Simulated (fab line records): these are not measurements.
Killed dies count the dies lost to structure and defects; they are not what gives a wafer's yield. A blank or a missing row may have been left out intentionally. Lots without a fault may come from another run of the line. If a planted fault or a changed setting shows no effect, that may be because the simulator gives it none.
Problem report in the 8D (eight disciplines) form, filled by code | flow gf180mcu | the parts of the form that need people (team, actions taken, sign-off) are left out

## 1. WHAT WENT WRONG
Across 2 wafers from 2 lots, M1_ALCU_RS at GF_M1_RS_MEAS_05 averages 0.0664 ohm/sq, while fault-free wafers read 0.0701 ohm/sq with a standard deviation of 0.00068. That puts it -5.4 standard deviations away from the usual mean.
The step: measures by four-point-probe.
Earliest sighting: wafer L629.1 on film_metro-01 at day 22 03:44. At this step, 36 wafers from 12 lots have a number in the record. The rule behind "out" and "out of limits": a value lying over 4 standard deviations away from the usual mean. Any other wafer with a number is counted as sound.

## 2. WHAT THIS IS AND IS NOT
question                    | is                           | is not
which readings at this step | M1_ALCU_RS                   | -
which lots                  | L629, L630                   | L613, L615, L616, L617, L619, L621, L622, L625, L626, L628
which wafers of those lots  | L629.1, L630.6               | L629.4, L629.6, L630.2, L630.3
read on which gauges        | film_metro-01, film_metro-04 | film_metro-02
when                        | from day 22 03:44            | up to then (32 sound wafers); but 2 sound wafers of L630 came after

## 3. WHAT RULES OUT EACH SUSPECT
Counting: if a tool at a process step up to the reading ran every lot that is out, it stays a suspect. Sound lots after the first of them don't rule it out here, since some wafers of a struck lot are sound.
- ruled out: the gauge at GF_M1_RS_MEAS_05. 2 gauges (film_metro-01, film_metro-04) read the wafers that are out.
- pvd_sputter-01 at GF_M1_SPUTTER_02 (material AlCu, target thk 450 nm, time 23.9 s): kept. It ran every lot that is out, first L629 (day 22 03:38); its last sound lot up to then is L626 (day 21 05:20).
After counting, what remains is pvd_sputter-01 at GF_M1_SPUTTER_02.

## 4. THE CAUSE (what the simulator had put in)
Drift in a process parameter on pvd_sputter-01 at GF_M1_SPUTTER_02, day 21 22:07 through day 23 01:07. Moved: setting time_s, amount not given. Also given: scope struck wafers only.
The count eliminated every tool but this one.

## 5. SEQUENCE OF EFFECTS, ordered by route
Each row: a reading whose mean over the struck wafers that have a number lies more than 3 standard deviations from the usual. Scope: only readings with a usual standard deviation given in the record; hours: median across lots of the time from each lot's start at the first step in this table that gives one to its start at this step; sigmas: change in usual standard deviations.
hours | step              | reading     | usual         | on struck wafers | change  | sigmas
0     | GF_M1_RS_MEAS_05  | M1_ALCU_RS  | 0.0701 ohm/sq | 0.0664           | -0.0037 | -5.4
5     | GF_M1_THK_MEAS_06 | M1_ALCU_THK | 450 nm        | 476              | +26     | +5.2
Later measuring or inspecting steps at which every struck wafer that the step has a row for has a number for every such reading, and none has moved that far: GF_M1_OVL_MEAS_15.

## 6. HOW IT WOULD HAVE BEEN CAUGHT EARLIER
In this record the first reading out of limits at a measuring or inspecting step was taken at day 22 03:44, 6 hours after the fault began at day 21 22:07.
No tool reading at GF_M1_SPUTTER_02 that has a usual standard deviation in the record was out on any struck wafer, so an alarm limit of 4 standard deviations on those readings would not have fired.
Lots out: 2; of these, L630 started GF_M1_SPUTTER_02 on pvd_sputter-01 after day 22 03:44. Holding the tool at that time would have saved it.
